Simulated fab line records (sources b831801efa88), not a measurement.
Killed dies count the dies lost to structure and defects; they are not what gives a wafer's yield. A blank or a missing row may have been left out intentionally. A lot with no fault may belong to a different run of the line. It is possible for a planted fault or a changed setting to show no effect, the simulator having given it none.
Chamber matching / flow gf180mcu / rie-diel-02 running GF_SAB_ETCH_11: 4 sister chambers
The step etches SiO2 in C4F8/O2/Ar, target depth 55 nm, time 8.5 s. 14 wafers are shown with their chamber, then 7 later ones without.

## WAFERS, EACH WITH ITS CHAMBER
wafer=L077.2; chamber=2; oes-product-au (a.u.)=0.998
wafer=L077.4; chamber=2; oes-product-au (a.u.)=1.007
wafer=L077.5; chamber=0; oes-product-au (a.u.)=0.999
wafer=L080.1; chamber=2; oes-product-au (a.u.)=1.004
wafer=L080.2; chamber=1; oes-product-au (a.u.)=1.012
wafer=L080.5; chamber=0; oes-product-au (a.u.)=0.988
wafer=L082.1; chamber=0; oes-product-au (a.u.)=0.998
wafer=L082.2; chamber=2; oes-product-au (a.u.)=1.003
wafer=L082.4; chamber=1; oes-product-au (a.u.)=0.989
wafer=L088.1; chamber=2; oes-product-au (a.u.)=1.003
wafer=L088.2; chamber=0; oes-product-au (a.u.)=0.989
wafer=L088.5; chamber=1; oes-product-au (a.u.)=1.006
wafer=L090.2; chamber=3; oes-product-au (a.u.)=0.983
wafer=L090.5; chamber=1; oes-product-au (a.u.)=0.989

SIGNATURES, as means of the wafers listed above
reading=oes-product-au; chamber 0=0.99350; chamber 1=0.99900; chamber 2=1.00300; chamber 3=0.98300; scatter within a chamber=0.00749
Rule: a wafer's distance from a chamber is the root of the sum, over the readings, of the square of ((its reading less the chamber's mean) divided by the reading's scatter). The wafer belongs to the nearest chamber; if the next one is less than 2 further off, it can't be placed. How the scatter is found: for the shown wafers, subtract from each reading the mean of its chamber, square and add these, divide the total by (wafers less chambers), then take the root.

## WAFERS WHOSE CHAMBER IS MISSING
wafer=L090.6; oes-product-au (a.u.)=0.993
wafer=L094.2; oes-product-au (a.u.)=0.991
wafer=L094.4; oes-product-au (a.u.)=0.990
wafer=L094.6; oes-product-au (a.u.)=0.996
wafer=L096.4; oes-product-au (a.u.)=0.983
wafer=L096.5; oes-product-au (a.u.)=0.997
wafer=L096.6; oes-product-au (a.u.)=1.005

## EACH ONE'S CHAMBER
wafer=L090.6; from the rows above=can't be placed: 0 or 1 or 2 or 3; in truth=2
wafer=L094.2; from the rows above=can't be placed: 0 or 1 or 3 or 2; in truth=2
wafer=L094.4; from the rows above=can't be placed: 0 or 3 or 1 or 2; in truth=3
wafer=L094.6; from the rows above=can't be placed: 0 or 1 or 2 or 3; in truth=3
wafer=L096.4; from the rows above=can't be placed: 3 or 0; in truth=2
wafer=L096.5; from the rows above=can't be placed: 1 or 0 or 2 or 3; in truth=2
wafer=L096.6; from the rows above=can't be placed: 2 or 1 or 0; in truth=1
0 of 7 placed correctly. From these rows, 7 cannot be placed; in 6 the true chamber is one of the candidates. Number placed wrongly: 0.
